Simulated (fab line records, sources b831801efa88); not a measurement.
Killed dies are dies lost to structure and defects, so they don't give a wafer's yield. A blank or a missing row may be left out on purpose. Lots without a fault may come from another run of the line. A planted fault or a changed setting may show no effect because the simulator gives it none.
fab line records | flow sky130
record lots=13 wafers=39 last_day=50
route steps=708 shown VT_ADJUST_NCORE@130 SONOS_TUNNEL@161 GATE_OXIDE@188
lots that met no fault: from a run of the same line without faults
start_h: hours from the record's first day to the start of the lot's first wafer shown | wait_h: hours since the lot's step before | " the same as in the row above | L1.1+2: a row that stands for several wafers | - no value, or no start given | * or withheld: withheld | < > ~ a bound
route shown NAME@n: a module of which the file shows steps, and the number in the route of the first | usual: mean/standard deviation of fault-free wafers | same: alike in all rows | chamber/n: place in a boat | sites: the reading at each site | _std_site: their standard deviation | _edge_site: outer sites' mean less inner sites' | radius_mm: how far each site lies from the wafer's centre | mask NAME#n: copy n | behind: the tool/chamber that last shaped the wafer | hold: why the lot was held/for how many hours/how that ended | device: the transistor (n, p or np) that didn't switch | end of line: the same wafers' tests at the end of the route | a step without rows: its recipe alone | killed: dies lost to structure and defects at the first sort, not the wafer's yield | map: a wafer's dies, x killed, . not, _ none there
set.NAME: the setting as run; set.NAME@STEP: as run at that earlier step | model.NAME: the simulator's own value behind a step, which no gauge read
steps of the route over a sample of lots; a table a step, a row a wafer
services: from which hour (start_h, from the record's first day; less than 0 if before it) a tool's chamber was out of use, for how many hours, and why
## steps
# step SKY_VT_ADJUST_NCORE_TW_MEAS_11
# usual VT_ADJUST_NCORE_TW=220.4/1.4
# columns lot.wafer tool chamber start_h wait_h VT_ADJUST_NCORE_TW
L691.2 film_metro-03 - 176.52 0.1 221.6
L691.4 " - " " 220.3
L691.5 " - " " 222.3
L692.2 film_metro-03 - 188.91 0.1 223.1
L692.3 " - " " 220.4
L692.5 " - " " 220.2
L693.3 film_metro-02 - 194.48 0.1 219.8
L693.4 " - " " 218.5
L693.6 " - " " 218.7
L695.1 film_metro-02 - 207.58 0.1 219.3
L695.2 " - " " 219.0
L695.3 " - " " 218.6
L697.2 film_metro-01 - 225.07 0.1 218.7
L697.4 " - " " 217.7
L697.6 " - " " 218.0
L698.2 film_metro-02 - 230.96 0.1 219.7
L698.3 " - " " 219.4
L698.4 " - " " 220.2
L699.2 film_metro-03 - 238.16 0.1 220.8
L699.3 " - " " 221.0
L699.4 " - " " 222.1
L703.2 film_metro-01 - 266.42 0.1 219.9
L703.3 " - " " 219.2
L703.6 " - " " 218.2
L705.3 film_metro-03 - 278.13 0.1 222.9
L705.5 " - " " 221.0
L705.6 " - " " 222.2
L708.2 film_metro-02 - 298.94 0.1 219.5
L708.4 " - " " 219.1
L708.6 " - " " 219.4
L711.1 film_metro-03 - 319.38 0.1 221.1
L711.2 " - " " 220.6
L711.4 " - " " 221.3
L712.1 film_metro-03 - 328.78 0.1 220.1
L712.2 " - " " 221.0
L712.6 " - " " 221.8
L713.1 film_metro-02 - 333.11 0.1 219.2
L713.4 " - " " 220.4
L713.6 " - " " 220.2
# step SKY_SONOS_TUNNEL_CD_MEAS_07
# recipe target_cd_nm=410
# usual cd_nm=409.7/2.5
# columns lot.wafer tool chamber start_h wait_h cd_nm
L691.2 cd_sem-01 - 240.88 0.1 408.9
L691.4 " - " " 410.4
L691.5 " - " " 408.7
L692.2 cd_sem-02 - 256.79 0.1 410.3
L692.3 " - " " 410.9
L692.5 " - " " 410.0
L693.3 cd_sem-01 - 261.56 0.1 411.4
L693.4 " - " " 410.0
L693.6 " - " " 409.1
L695.1 cd_sem-01 - 277.37 0.1 407.9
L695.2 " - " " 409.3
L695.3 " - " " 406.4
L697.2 cd_sem-01 - 295.39 0.1 411.1
L697.4 " - " " 409.5
L697.6 " - " " 409.8
L698.2 cd_sem-02 - 303.63 0.1 405.7
L698.3 " - " " 407.0
L698.4 " - " " 408.4
L699.2 cd_sem-01 - 310.74 0.1 405.2
L699.3 " - " " 404.8
L699.4 " - " " 404.1
L703.2 cd_sem-01 - 343.67 0.1 414.2
L703.3 " - " " 412.0
L703.6 " - " " 413.7
L705.3 cd_sem-01 - 357.14 0.1 412.2
L705.5 " - " " 411.7
L705.6 " - " " 410.1
L708.2 cd_sem-02 - 379.44 0.1 412.7
L708.4 " - " " 411.7
L708.6 " - " " 411.0
L711.1 cd_sem-01 - 402.87 0.1 411.5
L711.2 " - " " 411.5
L711.4 " - " " 410.5
L712.1 cd_sem-01 - 414.14 0.1 410.8
L712.2 " - " " 411.5
L712.6 " - " " 410.9
L713.1 cd_sem-01 - 418.95 0.1 406.6
L713.4 " - " " 405.5
L713.6 " - " " 406.3
# step SKY_SONOS_TUNNEL_TW_MEAS_12
# usual SONOS_TUNNEL_TW=196.8/2
# columns lot.wafer tool chamber start_h wait_h SONOS_TUNNEL_TW
L691.2 film_metro-03 - 241.44 0.0 200.1
L691.4 " - " " 200.5
L691.5 " - " " 199.2
L692.2 film_metro-04 - 257.37 0.0 195.2
L692.3 " - " " 194.1
L692.5 " - " " 194.0
L693.3 film_metro-04 - 262.13 0.0 194.2
L693.4 " - " " 193.2
L693.6 " - " " 192.5
L695.1 film_metro-02 - 277.95 0.0 197.0
L695.2 " - " " 196.6
L695.3 " - " " 197.0
L697.2 film_metro-03 - 295.97 0.0 199.4
L697.4 " - " " 200.5
L697.6 " - " " 199.2
L698.2 film_metro-03 - 304.20 0.0 199.0
L698.3 " - " " 199.4
L698.4 " - " " 199.7
L699.2 film_metro-02 - 311.32 0.0 196.9
L699.3 " - " " 196.8
L699.4 " - " " 197.2
L703.2 film_metro-04 - 344.23 0.0 195.3
L703.3 " - " " 195.1
L703.6 " - " " 195.6
L705.3 film_metro-03 - 357.69 0.0 198.6
L705.5 " - " " 198.5
L705.6 " - " " 199.0
L708.2 film_metro-03 - 380.01 0.0 197.7
L708.4 " - " " 196.0
L708.6 " - " " 196.4
L711.1 film_metro-02 - 403.44 0.0 198.0
L711.2 " - " " 197.0
L711.4 " - " " 197.3
L712.1 film_metro-02 - 414.71 0.0 195.3
L712.2 " - " " 196.2
L712.6 " - " " 196.4
L713.1 film_metro-03 - 419.52 0.0 198.4
L713.4 " - " " 198.2
L713.6 " - " " 199.1
# step SKY_GATE_OXIDE_OXIDATION_01
# recipe temp_c=900 ambient=O2 stabilise_s=600 purge_s=300 target_thk_a=102.68 ox_time_s=1473
# usual ox_time_s=1473/0 spike_tc_centre_C=899.7/1.4 zone_power_centre_pct=16.5/1.2
# columns lot.wafer tool chamber start_h wait_h ox_time_s spike_tc_centre_C zone_power_centre_pct
L691.2 furnace-01 0 274.69 2.2 1473 899.0 17.9
L691.4 " 0 " " 1473 896.4 18.1
L691.5 " 0 " " 1473 898.6 18.0
L692.2 furnace-02 0 288.72 0.5 1473 900.5 15.4
L692.3 " 0 " " 1473 900.7 15.7
L692.5 " 0 " " 1473 898.7 15.4
L693.3 furnace-02 0 292.99 1.0 1473 901.9 15.4
L693.4 " 0 " " 1473 900.5 15.3
L693.6 " 0 " " 1473 900.9 15.4
L695.1 furnace-02 0 309.17 0.0 1473 898.6 15.1
L695.2 " 0 " " 1473 902.2 15.1
L695.3 " 0 " " 1473 900.4 15.7
L697.2 furnace-02 0 327.52 0.9 1473 899.3 15.7
L697.4 " 0 " " 1473 900.2 15.6
L697.6 " 0 " " 1473 898.8 15.5
L698.2 furnace-01 0 334.21 0.0 1473 898.1 17.6
L698.3 " 0 " " 1473 898.9 18.0
L698.4 " 0 " " 1473 899.0 17.9
L699.2 furnace-01 0 346.63 0.6 1473 900.2 18.0
L699.3 " 0 " " 1473 898.6 17.8
L699.4 " 0 " " 1473 898.0 18.1
L703.2 furnace-01 0 377.71 1.5 1178.4 897.8 17.6
L703.3 " 0 " " 1178.4 899.4 17.8
L703.6 " 0 " " 1178.4 897.4 17.6
L705.3 furnace-01 0 393.52 1.0 1178.4 900.3 17.9
L705.5 " 0 " " 1178.4 898.7 17.7
L705.6 " 0 " " 1178.4 897.4 18.0
L708.2 furnace-02 0 417.70 2.5 1473 900.3 15.5
L708.4 " 0 " " 1473 900.2 15.6
L708.6 " 0 " " 1473 901.5 15.3
L711.1 furnace-02 0 438.21 0.1 1473 899.6 15.5
L711.2 " 0 " " 1473 902.1 15.5
L711.4 " 0 " " 1473 899.5 15.7
L712.1 furnace-02 0 450.25 0.0 1473 899.9 15.6
L712.2 " 0 " " 1473 900.7 15.6
L712.6 " 0 " " 1473 900.6 15.4
L713.1 furnace-01 0 456.09 0.0 1473 897.0 17.7
L713.4 " 0 " " 1473 898.1 17.9
L713.6 " 0 " " 1473 898.8 17.9
# step SKY_GATE_OXIDE_THK_MEAS_02
# recipe reads=SiO2_of_GATE_OXIDE_OXIDATION_01
# usual GATE_OXIDE_OXIDATION_00_THK=10.34/0.2
# columns lot.wafer tool chamber start_h wait_h hold GATE_OXIDE_OXIDATION_00_THK[nm]
L691.2 film_metro-03 - 276.11 0.0 - 10.34
L691.4 " - " " - 10.55
L691.5 " - " " - 10.21
L692.2 film_metro-03 - 290.14 0.0 - 10.60
L692.3 " - " " - 10.52
L692.5 " - " " - 10.59
L693.3 film_metro-04 - 294.42 0.0 - 10.18
L693.4 " - " " - 9.96
L693.6 " - " " - 10.16
L695.1 film_metro-03 - 310.58 0.0 - 10.42
L695.2 " - " " - 10.29
L695.3 " - " " - 10.25
L697.2 film_metro-04 - 328.94 0.0 - 10.16
L697.4 " - " " - 10.05
L697.6 " - " " - 10.01
L698.2 film_metro-01 - 335.63 0.0 - 10.50
L698.3 " - " " - 10.41
L698.4 " - " " - 10.29
L699.2 film_metro-03 - 348.05 0.0 - 10.64
L699.3 " - " " - 10.59
L699.4 " - " " - 10.64
L703.2 film_metro-03 - 379.13 0.0 await_dispo/0.2h/release 8.74
L703.3 " - " " await_dispo/0.2h/release 8.64
L703.6 " - " " await_dispo/0.2h/release 8.73
L703.2 film_metro-03 - 379.35 0.2 - 8.76
L703.3 " - " " - 8.63
L703.6 " - " " - 8.75
L705.3 film_metro-04 - 394.95 0.0 await_dispo/0.2h/release 8.92
L705.5 " - " " await_dispo/0.2h/release 8.95
L705.6 " - " " await_dispo/0.2h/release 9.08
L705.3 film_metro-04 - 395.18 0.2 - 8.98
L705.5 " - " " - 8.99
L705.6 " - " " - 9.06
L708.2 film_metro-04 - 419.12 0.0 - 10.35
L708.4 " - " " - 10.34
L708.6 " - " " - 10.29
L711.1 film_metro-03 - 439.62 0.0 - 10.31
L711.2 " - " " - 10.34
L711.4 " - " " - 10.42
L712.1 film_metro-03 - 451.66 0.0 - 10.13
L712.2 " - " " - 10.05
L712.6 " - " " - 10.13
L713.1 film_metro-04 - 457.50 0.0 - 10.30
L713.4 " - " " - 10.07
L713.6 " - " " - 10.21
## services
# columns tool chamber start_h hours kind
furnace-02 - 347.04 4.3 pm
furnace-02 - 362.69 5.9 repair
furnace-01 - 379.12 3.6 pm
furnace-02 - 439.62 2.6 pm
## key
first_sign step=SKY_GATE_OXIDE_OXIDATION_01 reading=ox_time_s direction=down sigmas=99+ usual=* struck=*
effect step=SKY_GATE_OXIDE_THK_MEAS_02 reading=visit direction=added
effect step=SKY_GATE_OXIDE_THK_MEAS_02 reading=GATE_OXIDE_OXIDATION_00_THK direction=down sigmas=7.6 usual=10.34 struck=8.84
met_at SKY_GATE_OXIDE_OXIDATION_01
struck_lots L703,L705
rows_end L705.3,L705.5,L705.6
tester_left_out L703
not_acting_at SKY_VT_ADJUST_NCORE_TW_MEAS_11,SKY_SONOS_TUNNEL_CD_MEAS_07,SKY_SONOS_TUNNEL_TW_MEAS_12
onset_between 346.63 377.71
fault kind=process_parameter_drift tool=furnace-01 chamber=- onset_h=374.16 steps=SKY_GATE_OXIDE_OXIDATION_01 channel=ox_time_s offset=* shape=step end_h=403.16 acts_in=* stated=*
# tester_left_out: of these lots the tester's yield and bins aren't shown, on N5 and GAA mostly nor the transistor test; their killed dies are dies lost to structure and defects alone, not to doping, threshold or leakage, so they don't give the yield
# rows_end: these wafers met a further fault down the route, and their rows from its step on are left out
